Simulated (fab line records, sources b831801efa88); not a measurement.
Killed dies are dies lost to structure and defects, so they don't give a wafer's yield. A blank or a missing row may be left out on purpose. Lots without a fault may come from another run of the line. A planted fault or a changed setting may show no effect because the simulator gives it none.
Which tool did it? | flow sky130 | 12 lots, 36 wafers sampled, at 5 steps of a route of 708

WHAT THE GAUGES READ, wafer by wafer
The record holds no reading of a measuring or inspecting step that can be judged against a usual standard deviation.

WHICH TOOL RAN EACH LOT (tool, then ch and the chambers of the sampled wafers, then the start)
lot  | SKY_METAL4_ETCH_17                 | SKY_VIA4_CVD_18               | SKY_VIA4_CMP_21               | SKY_PAD_OPEN_ETCH_07               | SKY_PAD_OPEN_PROBE_99
L574 | rie_diel-01 ch 0,3, day 41 12:19   | cvd_w-02 ch 0, day 42 14:21   | cmp-02 ch 1,3, day 42 14:44   | rie_diel-03 ch 0,1,3, day 45 11:43 | -
L576 | rie_diel-03 ch 0,1,2, day 42 03:41 | cvd_w-02 ch 0,1, day 43 05:12 | cmp-02 ch 0,1,3, day 43 05:46 | rie_diel-04 ch 0,1,3, day 45 22:46 | -
L577 | rie_diel-03 ch 1,2, day 42 20:21   | cvd_w-02 ch 0,1, day 43 21:04 | cmp-01 ch 0,1,3, day 43 21:58 | rie_diel-02 ch 0,1,3, day 46 15:04 | -
L578 | rie_diel-03 ch 1,2,3, day 42 23:24 | cvd_w-02 ch 0,1, day 44 00:31 | cmp-02 ch 0,2,3, day 44 00:50 | rie_diel-04 ch 0,1,2, day 46 17:35 | prober-02, day 46 19:57
L579 | rie_diel-01 ch 0,1,3, day 43 03:04 | cvd_w-01 ch 0,1, day 44 03:47 | cmp-02 ch 0,1, day 44 04:07   | rie_diel-02 ch 0,1,3, day 46 20:11 | -
L580 | rie_diel-01 ch 0,1, day 43 05:05   | cvd_w-02 ch 0,1, day 44 05:34 | cmp-01 ch 0,2, day 44 05:55   | rie_diel-04 ch 1,3, day 46 22:08   | -
L588 | rie_diel-03 ch 0,1,2, day 45 13:19 | cvd_w-01 ch 0,1, day 46 11:58 | cmp-02 ch 1,2,3, day 46 12:23 | rie_diel-03 ch 0,1,2, day 49 00:08 | prober-02, day 49 02:27
L589 | rie_diel-03 ch 0,3, day 45 19:38   | cvd_w-01 ch 0,1, day 46 18:00 | cmp-02 ch 1,2,3, day 46 18:29 | rie_diel-02 ch 2,3, day 49 04:19   | prober-01, day 49 06:38
L592 | rie_diel-01 ch 2,3, day 46 13:17   | cvd_w-01 ch 0, day 47 11:10   | cmp-02 ch 2,3, day 47 11:38   | rie_diel-04 ch 0,2,3, day 49 20:43 | prober-01, day 50 00:20
L591 | rie_diel-01 ch 1,2,3, day 46 16:26 | cvd_w-01 ch 0, day 47 14:28   | cmp-01 ch 0,1,3, day 47 14:59 | rie_diel-03 ch 0,3, day 49 22:44   | prober-02, day 50 01:03
L593 | rie_diel-04 ch 0,1,3, day 46 18:51 | cvd_w-02 ch 1, day 47 16:42   | cmp-02 ch 0,1,2, day 47 17:11 | rie_diel-04 ch 0,1,3, day 50 00:11 | -
L595 | rie_diel-04 ch 1,2, day 47 06:33   | cvd_w-02 ch 0,1, day 48 04:04 | cmp-02 ch 1,2,3, day 48 04:38 | rie_diel-03 ch 1,2,3, day 50 10:14 | -
- SKY_METAL4_ETCH_17: etches SiO2 in C4F8/O2/Ar, stops on TiN, time 3.9 s, target depth 15 nm.
- SKY_VIA4_CVD_18: deposits W, target thk 505 nm, time 152.14 s.
- SKY_VIA4_CMP_21: polishes, stops on SiO2, t overpolish 25 s, target thk 0 nm.
- SKY_PAD_OPEN_ETCH_07: etches the open film in CF4/O2, stops on AlCu, target depth 725 nm, time 161.1 s.
- SKY_PAD_OPEN_PROBE_99

WHAT THE TOOLS THEMSELVES READ (means of the sampled wafers that have a number; where no wafer has one, the mark that the record gives instead)
SKY_METAL4_ETCH_17. Usual: oes_product_au 0.754 a.u., standard deviation 0.0074.
lot  | tool        | oes_product_au (a.u.) | flag
L574 | rie_diel-01 | 0.756                 |
L576 | rie_diel-03 | 0.751                 |
L577 | rie_diel-03 | 0.761                 |
L578 | rie_diel-03 | 0.751                 |
L579 | rie_diel-01 | 0.761                 |
L580 | rie_diel-01 | 0.753                 |
L588 | rie_diel-03 | 0.748                 |
L589 | rie_diel-03 | 0.749                 |
L592 | rie_diel-01 | 0.752                 |
L591 | rie_diel-01 | 0.756                 |
L593 | rie_diel-04 | 0.753                 |
L595 | rie_diel-04 | 0.758                 |

SKY_VIA4_CVD_18. Usual: chamber_pressure_Torr 40.00 Torr, standard deviation 0.09; heater_power_w 920 W, standard deviation 79.
lot  | tool     | chamber_pressure_Torr (Torr) | heater_power_w (W) | flag
L574 | cvd_w-02 | 40.01                        | 912                |
L576 | cvd_w-02 | 39.89                        | 869                |
L577 | cvd_w-02 | 39.90                        | 865                |
L578 | cvd_w-02 | 40.03                        | 895                |
L579 | cvd_w-01 | 40.00                        | 991                |
L580 | cvd_w-02 | 40.04                        | 891                |
L588 | cvd_w-01 | 39.92                        | 933                |
L589 | cvd_w-01 | 39.97                        | 982                |
L592 | cvd_w-01 | 40.09                        | 876                |
L591 | cvd_w-01 | 40.05                        | 869                |
L593 | cvd_w-02 | 40.07                        | 857                |
L595 | cvd_w-02 | 39.96                        | 885                |

SKY_VIA4_CMP_21. Usual: motor_current_A 11.1 A, standard deviation 1.4; overpolish_run_s 25.001 s, standard deviation 0.0099; time_to_endpoint_s 123 s, standard deviation 3.2.
lot  | tool   | motor_current_A (A) | overpolish_run_s (s) | time_to_endpoint_s (s) | flag
L574 | cmp-02 | 12.4                | 25.000               | 129                    |
L576 | cmp-02 | 11.2                | 25.000               | 126                    |
L577 | cmp-01 | 11.5                | 25.005               | 123                    |
L578 | cmp-02 | 10.8                | 24.998               | 122                    |
L579 | cmp-02 | 10.2                | 25.002               | 119                    |
L580 | cmp-01 | 11.3                | 25.000               | 123                    |
L588 | cmp-02 | 10.5                | 25.007               | 121                    |
L589 | cmp-02 | 10.9                | 25.006               | 122                    |
L592 | cmp-02 | 10.5                | 25.006               | 123                    |
L591 | cmp-01 | 11.4                | 25.000               | 126                    |
L593 | cmp-02 | 9.9                 | 24.997               | 123                    |
L595 | cmp-02 | 10.2                | 25.004               | 121                    |

SKY_PAD_OPEN_ETCH_07. Usual: O2_flow_sccm 9.998 sccm, standard deviation 0.029; drypump_motor_current_A 6.0 A, standard deviation 0.37; oes_product_au 0.974 a.u., standard deviation 0.0066; throttle_valve_pct 5.963 %, standard deviation 0.0097.
lot  | tool        | O2_flow_sccm (sccm) | drypump_motor_current_A (A) | oes_product_au (a.u.) | throttle_valve_pct (%) | flag
L574 | rie_diel-03 | 10.011              | 6.1                         | 0.971                 | 5.959                  |
L576 | rie_diel-04 | 10.031              | 6.2                         | 0.979                 | 5.959                  |
L577 | rie_diel-02 | 10.024              | 5.3                         | 0.984                 | 5.962                  |
L578 | rie_diel-04 | 9.987               | 6.2                         | 0.974                 | 5.962                  |
L579 | rie_diel-02 | 9.980               | 5.3                         | 0.970                 | 5.958                  |
L580 | rie_diel-04 | 9.978               | 6.3                         | 0.972                 | 5.954                  |
L588 | rie_diel-03 | 9.976               | 6.0                         | 0.967                 | 5.972                  |
L589 | rie_diel-02 | 9.995               | 5.7                         | 0.974                 | 5.962                  |
L592 | rie_diel-04 | 9.979               | 6.2                         | 0.971                 | 5.964                  |
L591 | rie_diel-03 | 9.981               | 6.2                         | 0.979                 | 5.962                  |
L593 | rie_diel-04 | 10.012              | 6.2                         | 0.972                 | 5.962                  |
L595 | rie_diel-03 | 10.012              | 5.9                         | 0.974                 | 5.959                  |

SKY_PAD_OPEN_PROBE_99. Usual: defect_limited_yield 82.2 %, standard deviation 1.7; killed_at_M0_to_M3 44, standard deviation 6.3; killed_at_M4_up 3.1, standard deviation 2; killed_at_contacts 24, standard deviation 4.8; killed_at_front_end 15, standard deviation 4.6; killed_at_other 0.2, standard deviation 0.51; killed_dies 87, standard deviation 8.4; killed_open 48, standard deviation 6.4; killed_short 39, standard deviation 5.9; sort_bin_3_pad_short 0.9 %, standard deviation 0.41; sort_bin_5_function 10.5 %, standard deviation 1.4; sort_bin_6_memory 6.3 %, standard deviation 1.1; sort_n_pass 405, standard deviation 8.4; sort_yield_pct 82.2 %, standard deviation 1.7.
lot  | tool      | defect_limited_yield (%) | killed_at_M0_to_M3 | killed_at_M4_up | killed_at_contacts | killed_at_front_end | killed_at_other | killed_dies | killed_open | killed_short | sort_bin_3_pad_short (%) | sort_bin_5_function (%) | sort_bin_6_memory (%) | sort_n_pass | sort_yield_pct (%) | flag
L578 | prober-02 | 83.5                     | 32                 | 3.7             | 28                 | 17                  | 0.3             | 81          | 43          | 38           | 0.5                      | 9.3                     | 6.6                   | 411         | 83.5               |
L588 | prober-02 | 74.9                     | 45                 | 44.7            | 20                 | 14                  | 0.0             | 123         | 42          | 39           | 3.9                      | 14.9                    | 6.3                   | 369         | 74.9               | OFF
L589 | prober-01 | 73.7                     | 39                 | 52.7            | 23                 | 15                  | 0.0             | 129         | 51          | 30           | 3.3                      | 16.7                    | 6.2                   | 363         | 73.7               | OFF
L592 | prober-01 | 82.0                     | 39                 | 2.3             | 29                 | 17                  | 0.7             | 88          | 45          | 43           | 1.1                      | 9.1                     | 7.6                   | 404         | 82.0               |
L591 | prober-02 | 82.3                     | 41                 | 1.0             | 31                 | 13                  | 0.7             | 87          | 48          | 39           | 0.8                      | 11.0                    | 5.9                   | 405         | 82.3               |

THE ANSWER, worked out from the rows above alone
Rule: a lot is off if the mean of its wafers that have a number lies more than 3 standard deviations from the usual mean. A lot without any number at a reading at which 4 lots or more have one is off too. The other lots that the step has rows for count as sound. The gauges are gone through in route order, then the tools' own readings, and for those a lot's mean is taken as printed above. The first step at which some lot is off is used, and at that step the reading that is off furthest; a lot without a number counts as furthest.
Off: L588, L589, at SKY_PAD_OPEN_PROBE_99 (killed_at_M4_up). Neither off nor sound, because the step has no rows for them: L574, L576, L577, L579, L580, L593, L595.
A tool fits if, at that step or a process step before it, it ran every lot that is off, and no sound lot after the first of them. One fits: rie_diel-03 at SKY_METAL4_ETCH_17. Its last sound lot is L578 (day 42 23:24), its first lot that is off L588 (day 45 13:19): a fault that began between those two fits.

WHAT THE SIMULATOR HAD PUT IN
Chamber particle source: rie_diel-03, from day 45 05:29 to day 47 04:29, at SKY_METAL4_ETCH_17. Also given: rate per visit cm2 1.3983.
Lots struck among those shown: L588, L589. The rule above found the same.
